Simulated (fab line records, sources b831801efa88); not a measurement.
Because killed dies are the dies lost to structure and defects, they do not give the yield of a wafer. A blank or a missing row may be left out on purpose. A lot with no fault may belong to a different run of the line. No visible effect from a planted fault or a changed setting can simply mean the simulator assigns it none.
fab line records || flow sky130
record: {"lots": 6, "wafers": 18, "last_day": 49}
route steps=708 shown LDD_N@238 PAD_OPEN@708
lots that met no fault: taken from a fault-free run of the same line
start_h: hours from the record's opening day to when the first of the lot's shown wafers began || wait_h: hours elapsed since this lot's preceding step || " as in the row above || L1.1+2: a row that stands for several wafers || - value missing, or start not given || * or withheld: withheld || < > ~ a bound
route shown NAME@n: NAME is a module with steps in the file, n the number in the route of the first one || usual: mean/standard deviation of fault-free wafers || same: alike in all rows || chamber/n: place in a boat || sites: the reading at each site || _std_site: standard deviation across them || _edge_site: outer sites' mean less inner sites' || radius_mm: how far each site lies from the wafer's centre || mask NAME#n: copy n || behind: the most recent tool/chamber to have shaped the wafer || hold: why the lot went on hold/how many hours it stayed there/how the hold came to an end || device: whichever transistor did not switch (one of n, p or np) || end of line: at the end of the route, the tests of the same wafers || where a step has no rows: the recipe by itself || killed: at the first sort, the dies lost to defects and structure; wafer yield is something else || map: a wafer's dies, x killed, . not, _ none there
set.NAME: the setting that was run; set.NAME@STEP: the one run at that earlier step || model.NAME: the simulator's own value behind a step, which no gauge read
lots at selected steps of the route; one table per step, one row per wafer
services: from which hour (start_h, from the record's first day; less than 0 if before it) a tool's chamber was out of use, for how many hours, and why
== steps ==
step: SKY_LDD_N_HMDS_01
recipe: {"prime_time_s": 60, "prime_temp_c": 120}
step: SKY_LDD_N_COAT_02
recipe: {"resist": "NOVOLAK", "spin_rpm": 3000, "resist_thk_nm": 300}
step: SKY_LDD_N_SOFTBAKE_03
recipe: {"temp_c": 90, "time_s": 60, "resist": "NOVOLAK"}
step: SKY_LDD_N_EXPOSE_04
recipe: {"mask_id": "NTM", "target_cd_nm": 840, "na": 0.6, "source_shape": "conventional", "sigma_outer": 0.6, "dose_mj": 110}
step: SKY_LDD_N_PEB_05
recipe: {"temp_c": "withheld", "time_s": "*", "resist": "NOVOLAK"}
step: SKY_LDD_N_DEVELOP_06
recipe: {"develop_time_s": 60, "dev_temp_c": 23}
step: SKY_LDD_N_OVL_MEAS_07
usual: {"LDD_N_OVL": "-0.7/1.3"}
{"lot.wafer": "L330.3", "tool": "overlay-01", "chamber": "-", "start_h": 422.20, "wait_h": 0.1, "LDD_N_OVL[nm]": -0.4}
{"lot.wafer": "L330.4", "tool": "overlay-01", "chamber": "-", "start_h": 422.20, "wait_h": 0.1, "LDD_N_OVL[nm]": 0.0}
{"lot.wafer": "L330.5", "tool": "overlay-01", "chamber": "-", "start_h": 422.20, "wait_h": 0.1, "LDD_N_OVL[nm]": 2.9}
{"lot.wafer": "L333.1", "tool": "overlay-02", "chamber": "-", "start_h": 457.47, "wait_h": 0.1, "LDD_N_OVL[nm]": 1.2}
{"lot.wafer": "L333.3", "tool": "overlay-02", "chamber": "-", "start_h": 457.47, "wait_h": 0.1, "LDD_N_OVL[nm]": -1.1}
{"lot.wafer": "L333.5", "tool": "overlay-02", "chamber": "-", "start_h": 457.47, "wait_h": 0.1, "LDD_N_OVL[nm]": -1.6}
{"lot.wafer": "L335.1", "tool": "overlay-01", "chamber": "-", "start_h": 475.40, "wait_h": 0.1, "LDD_N_OVL[nm]": 2.4}
{"lot.wafer": "L335.5", "tool": "overlay-01", "chamber": "-", "start_h": 475.40, "wait_h": 0.1, "LDD_N_OVL[nm]": 0.3}
{"lot.wafer": "L335.6", "tool": "overlay-01", "chamber": "-", "start_h": 475.40, "wait_h": 0.1, "LDD_N_OVL[nm]": 1.4}
{"lot.wafer": "L336.2", "tool": "overlay-02", "chamber": "-", "start_h": 483.75, "wait_h": 0.1, "LDD_N_OVL[nm]": -2.2}
{"lot.wafer": "L336.3", "tool": "overlay-02", "chamber": "-", "start_h": 483.75, "wait_h": 0.1, "LDD_N_OVL[nm]": -0.2}
{"lot.wafer": "L336.6", "tool": "overlay-02", "chamber": "-", "start_h": 483.75, "wait_h": 0.1, "LDD_N_OVL[nm]": -0.2}
{"lot.wafer": "L340.2", "tool": "overlay-01", "chamber": "-", "start_h": 520.54, "wait_h": 0.1, "LDD_N_OVL[nm]": -0.7}
{"lot.wafer": "L340.4", "tool": "overlay-01", "chamber": "-", "start_h": 520.54, "wait_h": 0.1, "LDD_N_OVL[nm]": -0.4}
{"lot.wafer": "L340.5", "tool": "overlay-01", "chamber": "-", "start_h": 520.54, "wait_h": 0.1, "LDD_N_OVL[nm]": -1.1}
{"lot.wafer": "L345.2", "tool": "overlay-02", "chamber": "-", "start_h": 556.59, "wait_h": 0.1, "LDD_N_OVL[nm]": -3.6}
{"lot.wafer": "L345.3", "tool": "overlay-02", "chamber": "-", "start_h": 556.59, "wait_h": 0.1, "LDD_N_OVL[nm]": -2.7}
{"lot.wafer": "L345.6", "tool": "overlay-02", "chamber": "-", "start_h": 556.59, "wait_h": 0.1, "LDD_N_OVL[nm]": -3.6}
step: SKY_LDD_N_IMPLANT_08
recipe: {"species": "As", "energy_kev": 20, "dose_cm2": 7.5e+13, "tilt_deg": "withheld", "rotation_deg": 23}
step: SKY_LDD_N_IMPLANT_09
recipe: {"species": "As", "energy_kev": 20, "dose_cm2": 7.5e+13, "tilt_deg": "withheld", "rotation_deg": 113}
step: SKY_LDD_N_IMPLANT_10
recipe: {"species": "As", "energy_kev": 20, "dose_cm2": 7.5e+13, "tilt_deg": "withheld", "rotation_deg": 203}
step: SKY_LDD_N_IMPLANT_11
recipe: {"species": "As", "energy_kev": 20, "dose_cm2": 7.5e+13, "tilt_deg": "withheld", "rotation_deg": 293}
step: SKY_LDD_N_IMPLANT_12
recipe: {"species": "BF2", "energy_kev": 50, "dose_cm2": 5e+12, "tilt_deg": 30, "rotation_deg": 0}
step: SKY_LDD_N_IMPLANT_13
recipe: {"species": "BF2", "energy_kev": 50, "dose_cm2": 5e+12, "tilt_deg": 30, "rotation_deg": 90}
usual: {"tilt_deg": "30.002/0.02"}
{"lot.wafer": "L330.3", "tool": "implanter-02", "chamber": 0, "start_h": 423.03, "wait_h": 0.1, "tilt_deg": 29.993}
{"lot.wafer": "L330.4", "tool": "implanter-02", "chamber": 0, "start_h": 423.03, "wait_h": 0.1, "tilt_deg": 29.971}
{"lot.wafer": "L330.5", "tool": "implanter-02", "chamber": 0, "start_h": 423.03, "wait_h": 0.1, "tilt_deg": 30.036}
{"lot.wafer": "L333.1", "tool": "implanter-03", "chamber": 0, "start_h": 458.26, "wait_h": 0.1, "tilt_deg": 29.985}
{"lot.wafer": "L333.3", "tool": "implanter-03", "chamber": 0, "start_h": 458.26, "wait_h": 0.1, "tilt_deg": 29.997}
{"lot.wafer": "L333.5", "tool": "implanter-03", "chamber": 0, "start_h": 458.26, "wait_h": 0.1, "tilt_deg": 29.990}
{"lot.wafer": "L335.1", "tool": "implanter-03", "chamber": 0, "start_h": 476.19, "wait_h": 0.1, "tilt_deg": -0.028}
{"lot.wafer": "L335.5", "tool": "implanter-03", "chamber": 0, "start_h": 476.19, "wait_h": 0.1, "tilt_deg": -0.010}
{"lot.wafer": "L335.6", "tool": "implanter-03", "chamber": 0, "start_h": 476.19, "wait_h": 0.1, "tilt_deg": -0.019}
{"lot.wafer": "L336.2", "tool": "implanter-03", "chamber": 0, "start_h": 484.55, "wait_h": 0.1, "tilt_deg": -0.004}
{"lot.wafer": "L336.3", "tool": "implanter-03", "chamber": 0, "start_h": 484.55, "wait_h": 0.1, "tilt_deg": -0.021}
{"lot.wafer": "L336.6", "tool": "implanter-03", "chamber": 0, "start_h": 484.55, "wait_h": 0.1, "tilt_deg": 0.006}
{"lot.wafer": "L340.2", "tool": "implanter-01", "chamber": 0, "start_h": 521.35, "wait_h": 0.1, "tilt_deg": 30.035}
{"lot.wafer": "L340.4", "tool": "implanter-01", "chamber": 0, "start_h": 521.35, "wait_h": 0.1, "tilt_deg": 30.055}
{"lot.wafer": "L340.5", "tool": "implanter-01", "chamber": 0, "start_h": 521.35, "wait_h": 0.1, "tilt_deg": 30.047}
{"lot.wafer": "L345.2", "tool": "implanter-03", "chamber": 0, "start_h": 557.40, "wait_h": 0.1, "tilt_deg": 30.025}
{"lot.wafer": "L345.3", "tool": "implanter-03", "chamber": 0, "start_h": 557.40, "wait_h": 0.1, "tilt_deg": 30.011}
{"lot.wafer": "L345.6", "tool": "implanter-03", "chamber": 0, "start_h": 557.40, "wait_h": 0.1, "tilt_deg": 30.027}
step: SKY_LDD_N_IMPLANT_14
recipe: {"species": "BF2", "energy_kev": 50, "dose_cm2": 5e+12, "tilt_deg": 30, "rotation_deg": 180}
step: SKY_PAD_OPEN_PROBE_99
usual: {"killed_at_M0_to_M3": "43/6.5", "killed_at_M4_up": "3.2/1.8", "killed_at_contacts": "24/5", "killed_at_front_end": "15/4.1", "killed_at_other": "0.3/0.54", "killed_dies": "85/9.3", "killed_open": "47/7.2", "killed_short": "39/5.9"}
same: {"gross_dies": 492, "killed_at_back_side": 0}
{"lot.wafer": "L330.3", "tool": "prober-01", "chamber": "-", "start_h": 1086.79, "wait_h": 0.2, "killed_at_M0_to_M3": 48, "killed_at_M4_up": 3, "killed_at_contacts": 18, "killed_at_front_end": 15, "killed_at_other": 0, "killed_dies": 84, "killed_open": 49, "killed_short": 34, "model.etest.nfet_01v8_turned.vt_sat_v": 0.6529}
{"lot.wafer": "L330.4", "tool": "prober-01", "chamber": "-", "start_h": 1086.84, "wait_h": 0.2, "killed_at_M0_to_M3": 58, "killed_at_M4_up": 4, "killed_at_contacts": 24, "killed_at_front_end": 12, "killed_at_other": 1, "killed_dies": 99, "killed_open": 52, "killed_short": 46, "model.etest.nfet_01v8_turned.vt_sat_v": 0.6526}
{"lot.wafer": "L330.5", "tool": "prober-01", "chamber": "-", "start_h": 1086.89, "wait_h": 0.2, "killed_at_M0_to_M3": 38, "killed_at_M4_up": 4, "killed_at_contacts": 25, "killed_at_front_end": 15, "killed_at_other": 0, "killed_dies": 82, "killed_open": 46, "killed_short": 36, "model.etest.nfet_01v8_turned.vt_sat_v": 0.6418}
{"lot.wafer": "L333.1", "tool": "prober-02", "chamber": "-", "start_h": 1114.44, "wait_h": 0.1, "killed_at_M0_to_M3": 27, "killed_at_M4_up": 6, "killed_at_contacts": 27, "killed_at_front_end": 16, "killed_at_other": 0, "killed_dies": 76, "killed_open": 45, "killed_short": 31, "model.etest.nfet_01v8_turned.vt_sat_v": 0.6337}
{"lot.wafer": "L333.3", "tool": "prober-02", "chamber": "-", "start_h": 1114.54, "wait_h": 0.2, "killed_at_M0_to_M3": 44, "killed_at_M4_up": 4, "killed_at_contacts": 18, "killed_at_front_end": 22, "killed_at_other": 0, "killed_dies": 88, "killed_open": 50, "killed_short": 38, "model.etest.nfet_01v8_turned.vt_sat_v": 0.6424}
{"lot.wafer": "L333.5", "tool": "prober-02", "chamber": "-", "start_h": 1114.64, "wait_h": 0.2, "killed_at_M0_to_M3": 46, "killed_at_M4_up": 8, "killed_at_contacts": 23, "killed_at_front_end": 17, "killed_at_other": 0, "killed_dies": 94, "killed_open": 48, "killed_short": 45, "model.etest.nfet_01v8_turned.vt_sat_v": 0.6447}
{"lot.wafer": "L335.1", "tool": "prober-02", "chamber": "-", "start_h": 1126.15, "wait_h": 0.1, "killed_at_M0_to_M3": 52, "killed_at_M4_up": 3, "killed_at_contacts": 18, "killed_at_front_end": 12, "killed_at_other": 1, "killed_dies": 86, "killed_open": 47, "killed_short": 39, "model.etest.nfet_01v8_turned.vt_sat_v": 0.6689}
{"lot.wafer": "L335.5", "tool": "prober-02", "chamber": "-", "start_h": 1126.35, "wait_h": 0.2, "killed_at_M0_to_M3": 44, "killed_at_M4_up": 4, "killed_at_contacts": 22, "killed_at_front_end": 14, "killed_at_other": 1, "killed_dies": 85, "killed_open": 48, "killed_short": 37, "model.etest.nfet_01v8_turned.vt_sat_v": 0.6615}
{"lot.wafer": "L335.6", "tool": "prober-02", "chamber": "-", "start_h": 1126.40, "wait_h": 0.2, "killed_at_M0_to_M3": 39, "killed_at_M4_up": 3, "killed_at_contacts": 15, "killed_at_front_end": 11, "killed_at_other": 1, "killed_dies": 69, "killed_open": 42, "killed_short": 26, "model.etest.nfet_01v8_turned.vt_sat_v": 0.6722}
{"lot.wafer": "L336.2", "tool": "prober-01", "chamber": "-", "start_h": 1134.25, "wait_h": 0.1, "killed_at_M0_to_M3": 46, "killed_at_M4_up": 3, "killed_at_contacts": 23, "killed_at_front_end": 22, "killed_at_other": 0, "killed_dies": 94, "killed_open": 56, "killed_short": 37, "model.etest.nfet_01v8_turned.vt_sat_v": 0.6671}
{"lot.wafer": "L336.3", "tool": "prober-01", "chamber": "-", "start_h": 1134.30, "wait_h": 0.2, "killed_at_M0_to_M3": 51, "killed_at_M4_up": 1, "killed_at_contacts": 29, "killed_at_front_end": 16, "killed_at_other": 0, "killed_dies": 97, "killed_open": 53, "killed_short": 42, "model.etest.nfet_01v8_turned.vt_sat_v": 0.6706}
{"lot.wafer": "L336.6", "tool": "prober-01", "chamber": "-", "start_h": 1134.45, "wait_h": 0.2, "killed_at_M0_to_M3": 45, "killed_at_M4_up": 2, "killed_at_contacts": 25, "killed_at_front_end": 10, "killed_at_other": 0, "killed_dies": 82, "killed_open": 50, "killed_short": 32, "model.etest.nfet_01v8_turned.vt_sat_v": 0.6644}
{"lot.wafer": "L340.2", "tool": "prober-01", "chamber": "-", "start_h": 1152.51, "wait_h": 0.1, "killed_at_M0_to_M3": 49, "killed_at_M4_up": 2, "killed_at_contacts": 18, "killed_at_front_end": 17, "killed_at_other": 0, "killed_dies": 86, "killed_open": 46, "killed_short": 40, "model.etest.nfet_01v8_turned.vt_sat_v": 0.6427}
{"lot.wafer": "L340.4", "tool": "prober-01", "chamber": "-", "start_h": 1152.61, "wait_h": 0.2, "killed_at_M0_to_M3": 43, "killed_at_M4_up": 4, "killed_at_contacts": 29, "killed_at_front_end": 16, "killed_at_other": 1, "killed_dies": 93, "killed_open": 41, "killed_short": 51, "model.etest.nfet_01v8_turned.vt_sat_v": 0.6508}
{"lot.wafer": "L340.5", "tool": "prober-01", "chamber": "-", "start_h": 1152.66, "wait_h": 0.2, "killed_at_M0_to_M3": 54, "killed_at_M4_up": 2, "killed_at_contacts": 25, "killed_at_front_end": 24, "killed_at_other": 0, "killed_dies": 105, "killed_open": 49, "killed_short": 56, "model.etest.nfet_01v8_turned.vt_sat_v": 0.6527}
{"lot.wafer": "L345.2", "tool": "prober-02", "chamber": "-", "start_h": 1177.42, "wait_h": 0.1, "killed_at_M0_to_M3": 30, "killed_at_M4_up": 4, "killed_at_contacts": 26, "killed_at_front_end": 14, "killed_at_other": 1, "killed_dies": 75, "killed_open": 39, "killed_short": 35, "model.etest.nfet_01v8_turned.vt_sat_v": 0.647}
{"lot.wafer": "L345.3", "tool": "prober-02", "chamber": "-", "start_h": 1177.47, "wait_h": 0.2, "killed_at_M0_to_M3": 38, "killed_at_M4_up": 2, "killed_at_contacts": 20, "killed_at_front_end": 16, "killed_at_other": 0, "killed_dies": 76, "killed_open": 39, "killed_short": 37, "model.etest.nfet_01v8_turned.vt_sat_v": 0.6525}
{"lot.wafer": "L345.6", "tool": "prober-02", "chamber": "-", "start_h": 1177.62, "wait_h": 0.2, "killed_at_M0_to_M3": 36, "killed_at_M4_up": 4, "killed_at_contacts": 28, "killed_at_front_end": 16, "killed_at_other": 0, "killed_dies": 84, "killed_open": 43, "killed_short": 40, "model.etest.nfet_01v8_turned.vt_sat_v": 0.6392}
killed by level:class
L330.3 VIA1:geometric_particle:open=21 CONTACT:geometric_particle:open=8 LI_CONTACT:geometric_particle:open=5 METAL3:geometric_particle:short=5 VIA1:geometric_particle:short=5 VIA2:geometric_particle:open=5 FIELD_ISO:geometric_particle:short=4 VIA3:geometric_particle:open=4
L330.4 VIA2:geometric_particle:open=12 VIA1:geometric_particle:open=11 VIA1:geometric_particle:short=10 CONTACT:geometric_particle:open=8 VIA3:geometric_particle:open=8 METAL1:geometric_particle:short=7 LI_CONTACT:geometric_particle:open=5 LOCAL_INTERCONNECT:geometric_particle:short=4
L330.5 VIA1:geometric_particle:open=9 LI_CONTACT:geometric_particle:open=8 CONTACT:geometric_particle:open=8 VIA3:geometric_particle:short=5 POLY_GATE:geometric_particle:open=5 METAL3:geometric_particle:short=5 VIA3:geometric_particle:open=5 FIELD_ISO:geometric_particle:short=4
L333.1 CONTACT:geometric_particle:open=8 LI_CONTACT:geometric_particle:open=8 VIA1:geometric_particle:open=7 VIA2:geometric_particle:open=5 METAL2:geometric_particle:short=5 POLY_GATE:geometric_particle:open=4 LOCAL_INTERCONNECT:geometric_particle:short=4 FIELD_ISO:geometric_particle:open=3
L333.3 VIA1:geometric_particle:open=10 VIA2:geometric_particle:open=9 METAL1:geometric_particle:short=6 VIA3:geometric_particle:open=6 FIELD_ISO:geometric_particle:short=5 LI_CONTACT:geometric_particle:open=5 LOCAL_INTERCONNECT:geometric_particle:short=5 FIELD_ISO:geometric_particle:open=4
L333.5 LI_CONTACT:geometric_particle:open=10 VIA1:geometric_particle:open=10 VIA2:geometric_particle:short=9 VIA1:geometric_particle:short=7 CONTACT:geometric_particle:open=6 FIELD_ISO:geometric_particle:short=5 METAL4:geometric_particle:short=5 VIA2:geometric_particle:open=5
L335.1 VIA1:geometric_particle:open=13 CONTACT:geometric_particle:open=10 VIA1:geometric_particle:short=7 VIA2:geometric_particle:open=7 METAL2:geometric_particle:short=5 VIA3:geometric_particle:open=5 CONTACT:geometric_particle:short=4 METAL1:geometric_particle:short=4
L335.5 VIA1:geometric_particle:open=9 METAL2:geometric_particle:short=8 VIA3:geometric_particle:open=7 LI_CONTACT:geometric_particle:open=7 CONTACT:geometric_particle:open=6 VIA2:geometric_particle:open=6 FIELD_ISO:geometric_particle:open=5 VIA1:geometric_particle:short=5
L335.6 VIA1:geometric_particle:open=13 CONTACT:geometric_particle:short=6 VIA2:geometric_particle:open=6 VIA1:geometric_particle:short=5 VIA3:geometric_particle:open=5 CONTACT:geometric_particle:open=4 POLY_GATE:geometric_particle:open=3 METAL2:geometric_particle:short=3
L336.2 CONTACT:geometric_particle:open=10 VIA1:geometric_particle:open=10 VIA2:geometric_particle:open=8 FIELD_ISO:geometric_particle:open=7 VIA3:geometric_particle:open=7 POLY_GATE:geometric_particle:open=5 LOCAL_INTERCONNECT:geometric_particle:short=5 VIA2:geometric_particle:short=5
L336.3 LI_CONTACT:geometric_particle:open=11 VIA1:geometric_particle:open=10 CONTACT:geometric_particle:open=10 METAL2:geometric_particle:short=9 METAL1:geometric_particle:short=7 VIA3:geometric_particle:open=7 LOCAL_INTERCONNECT:geometric_particle:short=5 FIELD_ISO:geometric_particle:short=4
L336.6 CONTACT:geometric_particle:open=11 VIA1:geometric_particle:open=11 METAL1:geometric_particle:short=7 LI_CONTACT:geometric_particle:open=6 VIA2:geometric_particle:open=6 FIELD_ISO:geometric_particle:open=5 CONTACT:geometric_particle:short=5 VIA3:geometric_particle:open=5
L340.2 METAL1:geometric_particle:short=10 VIA2:geometric_particle:open=8 CONTACT:geometric_particle:open=8 VIA1:geometric_particle:open=7 VIA3:geometric_particle:open=6 FIELD_ISO:geometric_particle:open=5 POLY_GATE:geometric_particle:short=5 POLY_GATE:geometric_particle:open=4
L340.4 CONTACT:geometric_particle:short=9 LOCAL_INTERCONNECT:geometric_particle:short=8 LI_CONTACT:geometric_particle:open=6 CONTACT:geometric_particle:open=6 VIA1:geometric_particle:open=6 VIA2:geometric_particle:open=6 METAL3:geometric_particle:short=6 POLY_GATE:geometric_particle:open=5
L340.5 VIA2:geometric_particle:open=10 CONTACT:geometric_particle:open=8 VIA1:geometric_particle:open=8 METAL1:geometric_particle:short=7 METAL2:geometric_particle:short=6 CONTACT:geometric_particle:short=6 VIA1:geometric_particle:short=6 FIELD_ISO:geometric_particle:open=5
L345.2 LI_CONTACT:geometric_particle:open=7 CONTACT:geometric_particle:short=7 CONTACT:geometric_particle:open=6 VIA3:geometric_particle:open=6 LOCAL_INTERCONNECT:geometric_particle:short=5 VIA2:geometric_particle:open=5 FIELD_ISO:geometric_particle:short=4 POLY_GATE:geometric_particle:open=4
L345.3 VIA3:geometric_particle:open=9 VIA1:geometric_particle:open=6 FIELD_ISO:geometric_particle:short=5 LI_CONTACT:geometric_particle:open=5 CONTACT:geometric_particle:open=5 CONTACT:geometric_particle:short=5 VIA3:geometric_particle:short=5 POLY_GATE:geometric_particle:open=4
L345.6 CONTACT:geometric_particle:open=13 POLY_GATE:geometric_particle:short=7 VIA1:geometric_particle:open=7 LI_CONTACT:geometric_particle:open=6 METAL1:geometric_particle:short=6 METAL2:geometric_particle:short=6 LOCAL_INTERCONNECT:geometric_particle:short=5 VIA2:geometric_particle:open=5
== services ==
{"tool": "implanter-02", "chamber": "-", "start_h": 476.68, "hours": 1.7, "kind": "repair"}
{"tool": "implanter-02", "chamber": "-", "start_h": 530.36, "hours": 5.9, "kind": "repair"}
{"tool": "implanter-03", "chamber": "-", "start_h": 532.71, "hours": 3.8, "kind": "pm"}
{"tool": "implanter-01", "chamber": "-", "start_h": 549.96, "hours": 6.8, "kind": "repair"}
{"tool": "implanter-01", "chamber": "-", "start_h": 552.60, "hours": 2.2, "kind": "repair"}
== key ==
first_sign: {"step": "SKY_LDD_N_IMPLANT_13", "reading": "tilt_deg", "direction": "down", "sigmas": "99+", "usual": "*", "struck": "*"}
effect none on later readings
model_effect: {"step": "SKY_PAD_OPEN_PROBE_99", "value": "etest.nfet_01v8_turned.vt_sat_v", "without": 0.6491, "struck": 0.6675}
met_at SKY_LDD_N_IMPLANT_13
struck_wafers L335.1,L335.5,L335.6,L336.2,L336.3,L336.6
tester_left_out L335,L336
onset_between 458.26 476.19
fault: {"kind": "process_parameter_drift", "tool": "implanter-03", "chamber": "-", "onset_h": 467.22, "steps": "SKY_LDD_N_IMPLANT_13", "channel": "tilt_deg", "offset": "*", "shape": "step", "end_h": 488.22, "acts_in": "*", "stated": "*"}
tester_left_out: of these lots the tester's yield and bins aren't shown, on N5 and GAA mostly nor the transistor test; their killed dies are dies lost to structure and defects alone, not to doping, threshold or leakage, so they don't give the yield
